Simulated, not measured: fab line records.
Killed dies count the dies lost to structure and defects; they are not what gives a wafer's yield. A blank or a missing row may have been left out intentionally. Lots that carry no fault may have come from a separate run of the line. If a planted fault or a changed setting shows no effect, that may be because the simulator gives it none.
Struck lot and sound lot, side by side    flow gf180mcu    15 steps out of a route of 602
Sound: wafers L313.2, L313.5, L313.6. The struck wafers were L319.1, L319.4, L319.6. The cause is named last.
For every step that has rows: the tool of each side, followed by ch and its chambers, followed by its first start. Under that, the readings that differ: sound wafers    struck wafers    difference of the means    sigmas: that difference in standard deviations of wafers without a fault.
alike: readings whose means differ by less than 2 such deviations, and words and numbers that are the same on both sides. not compared: withheld readings, readings that some wafer has no value for, bounds like >300 that may hide the same value, and numbers for which the record gives no deviation and whose values overlap.
A row with sigmas, a row that says differs or no value, or rows on one side alone: a step with any of these is where the two part. Numbers that don't overlap but have no deviation are shown without sigmas and don't part them. A reading that every wafer of one side lacks parts them only if that side has two wafers or more.

GF_V1_CD_MEAS_14 targets a cd of 260 nm.
  struck on cd_sem-01, day 21 11:41; sound on cd_sem-02, day 19 03:28
  alike: cd_nm
GF_V1_OVL_MEAS_15:
  struck on overlay-01, day 21 11:48; sound on overlay-01, day 19 03:34
  alike: V1_OVL
GF_V1_ETCH_16: etches BARC in N2/H2.
  sound on rie_diel-03 ch 0,1,2, day 19 03:36; struck on rie_diel-01 ch 1,2, day 21 11:50
  alike: drypump_motor_current_A, oes_product_au, throttle_valve_pct
then, 4 steps without rows for these wafers: GF_V1_ETCH_17 (etches SiO2 in C4F8/O2/Ar, stops on TiN, target depth 630 nm); GF_V1_STRIP_18 (strips in O2/N2); GF_V1_STRIP_19 (strips in post etch residue remover, time 1200 s); GF_V1_CLEAN_20 (cleans in DIW).
GF_V1_SPUTTER_21: material Ti, target thk 15 nm, time 80.02 s.
  struck on pvd_sputter-03, day 21 12:29; sound on pvd_sputter-04, day 19 04:24
  alike: throttle_valve_pct
GF_V1_SPUTTER_22: material TiN, target thk 10 nm, time 40 s.
  struck on pvd_sputter-03, day 21 12:34; sound on pvd_sputter-04, day 19 04:28
  alike: throttle_valve_pct
GF_V1_CVD_23: deposits W, target thk 350 nm, time 105.05 s.
  sound on cvd_w-01 ch 0,1, day 19 04:30; struck on cvd_w-01 ch 0,1, day 21 12:35
  alike: heater_power_w
GF_V1_RS_MEAS_24: the measuring method here is four-point-probe.
  struck on film_metro-03, day 21 12:43; sound on film_metro-02, day 19 04:38
  alike: V1_W_RS
GF_V1_THK_MEAS_25: measures by xrf.
  struck on film_metro-03, day 21 12:50; sound on film_metro-02, day 19 04:45
  alike: V1_W_THK
GF_V1_CMP_26: polishes, stops on SiO2, t overpolish 15 s, target thk 0 nm.
  sound on cmp-02 ch 1,2, day 19 04:51; struck on cmp-02 ch 0,1,2, day 21 12:59
reading               sound                 struck                difference  sigmas
overpolish_run_s (s)  14.998 15.000 14.988  12.279 12.291 12.312  -2.701      -99 or more
t_overpolish_s (s)    15 15 15              12.292 12.292 12.292  -2.708      
  alike: head_pressure_psi, motor_current_A, retaining_ring_pressure_frac, time_to_endpoint_s
GF_M2_SPUTTER_00: material Ti, target thk 37.5 nm, time 150 s.
  struck on pvd_sputter-01, day 21 13:11; sound on pvd_sputter-02, day 19 05:06
reading                 sound           struck          difference  sigmas
throttle_valve_pct (%)  31.0 29.5 31.9  29.8 27.3 27.4  -2.6        -2
GF_PASSIVATION_PROBE_99:
  the record has rows for the sound wafers here (prober-01, day 29 22:33) and none for the struck ones

## WHERE THEY PART
At GF_V1_CMP_26 first; at GF_PASSIVATION_PROBE_99 last (within this record only).

WHY: whatever the simulator had introduced
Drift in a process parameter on cmp-02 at GF_V1_CMP_26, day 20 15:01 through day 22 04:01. Setting t_overpolish_s, moved by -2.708, from 15. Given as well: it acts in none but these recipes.
